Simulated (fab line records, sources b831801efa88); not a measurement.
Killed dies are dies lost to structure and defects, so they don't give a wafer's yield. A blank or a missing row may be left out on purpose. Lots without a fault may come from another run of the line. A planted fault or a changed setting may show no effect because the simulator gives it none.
fab line records | flow sky130
record lots=5 wafers=15 last_day=49
route steps=708 shown PAD_OPEN@698
lots that met no fault: from a run of the same line without faults
start_h: hours from the record's first day to the start of the lot's first wafer shown | wait_h: hours since the lot's step before | " the same as in the row above | L1.1+2: a row that stands for several wafers | - no value, or no start given | * or withheld: withheld | < > ~ a bound
route shown NAME@n: a module of which the file shows steps, and the number in the route of the first | usual: mean/standard deviation of fault-free wafers | same: alike in all rows | chamber/n: place in a boat | sites: the reading at each site | _std_site: their standard deviation | _edge_site: outer sites' mean less inner sites' | radius_mm: how far each site lies from the wafer's centre | mask NAME#n: copy n | behind: the tool/chamber that last shaped the wafer | hold: why the lot was held/for how many hours/how that ended | device: the transistor (n, p or np) that didn't switch | end of line: the same wafers' tests at the end of the route | a step without rows: its recipe alone | killed: dies lost to structure and defects at the first sort, not the wafer's yield | map: a wafer's dies, x killed, . not, _ none there
set.NAME: the setting as run; set.NAME@STEP: as run at that earlier step | model.NAME: the simulator's own value behind a step, which no gauge read
lots at some steps of the route; a table a step, a row a wafer
services: from which hour (start_h, from the record's first day; less than 0 if before it) a tool's chamber was out of use, for how many hours, and why
## steps
# step SKY_PAD_OPEN_EXPOSE_04
# recipe mask_id=PDM target_cd_nm=60000 na=0.57 dose_mj=260
# usual exposure_dose_mJ_cm2=260.04/0.24
# columns lot.wafer tool chamber start_h wait_h mask exposure_dose_mJ_cm2
L075.2 iline_stepper-02 0 - - PDM#0 260.19
L075.3 " 0 " " PDM#0 260.01
L075.6 " 0 " " PDM#0 260.02
L085.4 iline_stepper-01 0 - - PDM#0 260.20
L085.5 " 0 " " PDM#0 260.62
L085.6 " 0 " " PDM#0 260.03
L089.1 iline_stepper-02 0 - - PDM#0 259.88
L089.4 " 0 " " PDM#0 260.06
L089.5 " 0 " " PDM#0 259.92
L090.3 iline_stepper-02 0 - - PDM#0 259.63
L090.4 " 0 " " PDM#0 259.82
L090.5 " 0 " " PDM#0 260.25
L094.1 iline_stepper-02 0 - - PDM#0 259.39
L094.4 " 0 " " PDM#0 260.13
L094.6 " 0 " " PDM#0 259.69
# step SKY_PAD_OPEN_PEB_05
# recipe temp_c=115 time_s=withheld
# columns lot.wafer tool chamber start_h wait_h
L075.2+3+6 litho_track-03 0 - -
L085.4+5+6 litho_track-02 0 - -
L089.1+4+5 litho_track-03 0 - -
L090.3+4+5 litho_track-01 0 - -
L094.1+4+6 litho_track-03 0 - -
# step SKY_PAD_OPEN_DEVELOP_06
# recipe develop_time_s=60 dev_temp_c=23
# same develop_time_s=60
# columns lot.wafer tool chamber start_h wait_h
L075.2+3+6 litho_track-03 0 - -
L085.4+5+6 litho_track-02 0 - -
L089.1+4+5 litho_track-03 0 - -
L090.3+4+5 litho_track-01 0 - -
L094.1+4+6 litho_track-03 0 - -
# step SKY_PAD_OPEN_ETCH_07
# recipe chemistry=CF4/O2 target_depth_nm=725 stop_on=AlCu source_w=800 bias_w=150 pressure_mtorr=150 cf4_flow_sccm=80 O2_flow_sccm=10 time_s=161.1
# usual drypump_motor_current_A=5.8/0.53 oes_product_au=0.979/0.0065 throttle_valve_pct=5.965/0.0094
# columns lot.wafer tool chamber start_h wait_h drypump_motor_current_A oes_product_au rf_hours_counter_h throttle_valve_pct
L075.2 rie_diel-04 1 1082.20 - 5.6 0.979 23 5.966
L075.3 " 0 " " 5.6 0.977 13 5.966
L075.6 " 0 " " 5.6 0.984 - 5.980
L085.4 rie_diel-04 1 1141.43 - 5.5 0.986 25 5.969
L085.5 " 0 " " 5.6 0.978 - 5.965
L085.6 " 3 " " 6.7 0.989 - 5.970
L089.1 rie_diel-01 0 1160.95 - 5.7 0.982 10 5.964
L089.4 " 1 " " 6.4 0.979 25 5.975
L089.5 " 2 " " 4.7 0.982 - 5.963
L090.3 rie_diel-04 3 1175.74 - 6.6 0.982 27 5.968
L090.4 " 2 " " 5.6 0.999 19 5.952
L090.5 " 3 " " 6.6 0.982 - 5.959
L094.1 rie_diel-04 2 1182.15 - 5.6 0.973 20 5.964
L094.4 " 0 " " 5.5 0.977 17 5.979
L094.6 " 0 " " 5.6 0.978 - 5.961
# step SKY_PAD_OPEN_STRIP_08
# recipe chemistry=O2/N2 power_w=1400 pressure_mtorr=1500 platen_temp_c=withheld overash_fraction=0.7 o2_flow_sccm=3000 n2_flow_sccm=300
# usual drypump_motor_current_A=5.6/0.49 n2_flow_sccm=299.8/0.96 oes_product_au=0.663/0.0046 strip_time_to_endpoint_s=37.06/0.099
# columns lot.wafer tool chamber start_h wait_h drypump_motor_current_A n2_flow_sccm oes_product_au rf_hours_counter_h strip_time_to_endpoint_s
L075.2 plasma_asher-02 0 1082.31 0.1 6.1 300.6 0.666 2 37.16
L075.3 " 0 " " 6.1 300.2 0.660 - 37.19
L075.6 " 1 " " 5.8 301.8 0.666 - 37.15
L085.4 plasma_asher-02 0 1141.57 0.1 6.1 299.1 0.659 - 36.99
L085.5 " 1 " " 5.8 300.1 0.664 - 37.17
L085.6 " 0 " " 6.1 299.4 0.663 - 36.93
L089.1 plasma_asher-01 1 1161.06 0.1 4.7 299.9 0.665 40 37.03
L089.4 " 0 " " 5.9 300.5 0.665 - 37.07
L089.5 " 1 " " 4.7 299.6 0.660 - 37.01
L090.3 plasma_asher-01 1 1175.88 0.1 4.7 299.4 0.667 - 37.09
L090.4 " 0 " " 5.8 296.5 0.656 - 37.20
L090.5 " 0 " " 5.8 299.0 0.668 - 37.21
L094.1 plasma_asher-01 1 1182.26 0.1 4.7 301.7 0.666 42 36.90
L094.4 " 1 " " 4.7 299.9 0.663 - 36.87
L094.6 " 1 " " 4.7 300.4 0.665 - 36.94
# step SKY_PAD_OPEN_STRIP_09
# recipe chemistry=post_etch_residue_remover time_s=1200 temp_c=72.5
# columns lot.wafer tool chamber start_h wait_h
L075.2+3+6 wet_bench-04 0 1082.41 0.1
L085.4+5+6 wet_bench-01 3 1141.64 0.0
L089.1+4+5 wet_bench-03 2 1161.23 0.1
L090.3+4+5 wet_bench-03 1 1176.03 0.1
L094.1+4+6 wet_bench-03 2 1182.41 0.1
# step SKY_PAD_OPEN_CLEAN_10
# recipe chemistry=IPA time_s=180 temp_c=25
# columns lot.wafer tool chamber start_h wait_h
L075.2+3+6 wet_bench-03 1 1082.75 0.0
L085.4+5+6 wet_bench-03 0 1141.98 0.0
L089.1+4+5 wet_bench-03 3 1161.63 0.1
L090.3+4+5 wet_bench-03 0 1176.38 0.0
L094.1+4+6 wet_bench-03 2 1182.81 0.1
# step SKY_PAD_OPEN_CLEAN_11
# recipe chemistry=O3/DIW dry=n2_spin
# columns lot.wafer tool chamber start_h wait_h
L075.2+3+6 wet_bench-01 2 1082.81 0.0
L085.4+5+6 wet_bench-04 0 1142.04 0.0
L089.1+4+5 wet_bench-01 2 1161.74 0.1
L090.3+4+5 wet_bench-03 0 1176.43 0.0
L094.1+4+6 wet_bench-01 1 1182.87 0.0
# step SKY_PAD_OPEN_ANNEAL_12
# recipe temp_c=400 time_s=withheld ambient=N2/H2 idle_temp_c=300 ramp_up_c_per_min=8 ramp_down_c_per_min=4
# usual zone_power_bottom_pct=6.5/0.71
# columns lot.wafer tool chamber start_h wait_h zone_power_bottom_pct
L075.2 furnace-01 0 1082.90 0.0 5.6
L075.3 " 0 " " 5.6
L075.6 " 0 " " 5.7
L085.4 furnace-01 0 1142.14 0.0 5.8
L085.5 " 0 " " 5.7
L085.6 " 0 " " 5.8
L089.1 furnace-02 0 1161.83 0.0 7.2
L089.4 " 0 " " 7.2
L089.5 " 0 " " 7.1
L090.3 furnace-01 0 1176.53 0.0 5.9
L090.4 " 0 " " 5.8
L090.5 " 0 " " 5.8
L094.1 furnace-01 0 1182.98 0.0 5.7
L094.4 " 0 " " 5.8
L094.6 " 0 " " 5.8
# step SKY_PAD_OPEN_BOW_MEAS_13
# recipe mode=bow
# usual PAD_OPEN_BOW=46/7.5
# columns lot.wafer tool chamber start_h wait_h PAD_OPEN_BOW[um]
L075.2 film_metro-04 - 1084.42 - 43
L075.3 " - " " 37
L075.6 " - " " 38
L085.4 film_metro-02 - 1143.70 - 46
L085.5 " - " " 32
L085.6 " - " " 42
L089.1 film_metro-03 - 1163.33 - 41
L089.4 " - " " 42
L089.5 " - " " 39
L090.3 film_metro-02 - 1178.07 - 39
L090.4 " - " " 43
L090.5 " - " " 45
L094.1 film_metro-04 - 1184.48 - 47
L094.4 " - " " 42
L094.6 " - " " 46
# step SKY_PAD_OPEN_PROBE_99
# usual defect_limited_yield=82.5/1.9 killed_at_M0_to_M3=43/7.2 killed_at_M4_up=3.1/1.8 killed_at_contacts=24/5.4 killed_at_front_end=15/4.4 killed_at_other=0.4/0.56 killed_dies=86/9.3 killed_open=47/6.9 killed_short=39/6.6 sort_bin_3_pad_short=0.9/0.43 sort_bin_5_function=10.4/1.5 sort_bin_6_memory=6.2/1.1 sort_n_pass=406/9.3 sort_yield_pct=82.5/1.9
# same gross_dies=492 killed_at_back_side=0 sort_bin_4_leakage[%]=0 sort_bin_8_speed[%]=0
# columns lot.wafer tool chamber start_h wait_h defect_limited_yield[%] killed_at_M0_to_M3 killed_at_M4_up killed_at_contacts killed_at_front_end killed_at_other killed_dies killed_open killed_short sort_bin_3_pad_short[%] sort_bin_5_function[%] sort_bin_6_memory[%] sort_n_pass sort_yield_pct[%]
L094.1 prober-01 - 1184.60 0.1 85.0 41 3 20 10 0 74 36 38 1.0 7.5 6.5 418 85.0
L094.4 prober-01 - 1184.75 0.2 83.3 46 2 21 12 1 82 48 34 0.4 10.0 6.3 410 83.3
L094.6 prober-01 - 1184.85 0.2 83.3 36 3 28 14 1 82 52 30 0.4 9.1 7.1 410 83.3
# killed by level:class
L094.1 VIA1:geometric_particle:open=10 LI_CONTACT:geometric_particle:open=6 VIA3:geometric_particle:open=6 CONTACT:geometric_particle:open=5 METAL1:geometric_particle:short=5 METAL2:geometric_particle:short=5 FIELD_ISO:geometric_particle:short=4 CONTACT:geometric_particle:short=4
L094.4 VIA1:geometric_particle:open=8 VIA2:geometric_particle:open=8 VIA3:geometric_particle:open=6 CONTACT:geometric_particle:open=6 METAL2:geometric_particle:short=6 VIA2:geometric_particle:short=6 LOCAL_INTERCONNECT:geometric_particle:short=5 LI_CONTACT:geometric_particle:open=5
L094.6 VIA1:geometric_particle:open=11 LI_CONTACT:geometric_particle:open=10 CONTACT:geometric_particle:open=9 METAL2:geometric_particle:short=6 POLY_GATE:geometric_particle:open=4 LI_CONTACT:geometric_particle:short=4 FIELD_ISO:geometric_particle:open=3 LOCAL_INTERCONNECT:geometric_particle:short=3
## services
# columns tool chamber start_h hours kind
plasma_asher-01 - 1047.44 3.0 repair
plasma_asher-02 - 1055.25 9.0 pm
plasma_asher-02 0 1055.25 9.0 vent_cycle
plasma_asher-02 1 1055.25 9.0 vent_cycle
plasma_asher-02 0 1064.25 - clean
plasma_asher-02 1 1064.25 - clean
iline_stepper-01 - 1078.48 1.7 pm
rie_diel-04 - 1084.93 2.8 pm
rie_diel-04 1 1088.69 13.1 repair
litho_track-02 - 1095.52 - consumable_replace:filter
plasma_asher-01 - 1100.29 14.6 pm
furnace-01 - 1113.57 4.4 pm
iline_stepper-01 0 1123.96 - calibration
wet_bench-03 - 1132.27 4.1 repair
iline_stepper-02 - 1134.87 16.0 repair
rie_diel-04 1 1136.61 3.0 repair
plasma_asher-01 - 1143.92 6.4 repair
wet_bench-04 - 1144.16 40.8 pm
iline_stepper-01 - 1150.84 2.1 pm
furnace-01 - 1156.33 3.6 pm
iline_stepper-02 - 1156.88 1.7 pm
iline_stepper-01 - 1163.32 28.9 pm
furnace-02 - 1175.46 4.3 pm
rie_diel-01 1 1177.49 4.2 repair
## key
fault none
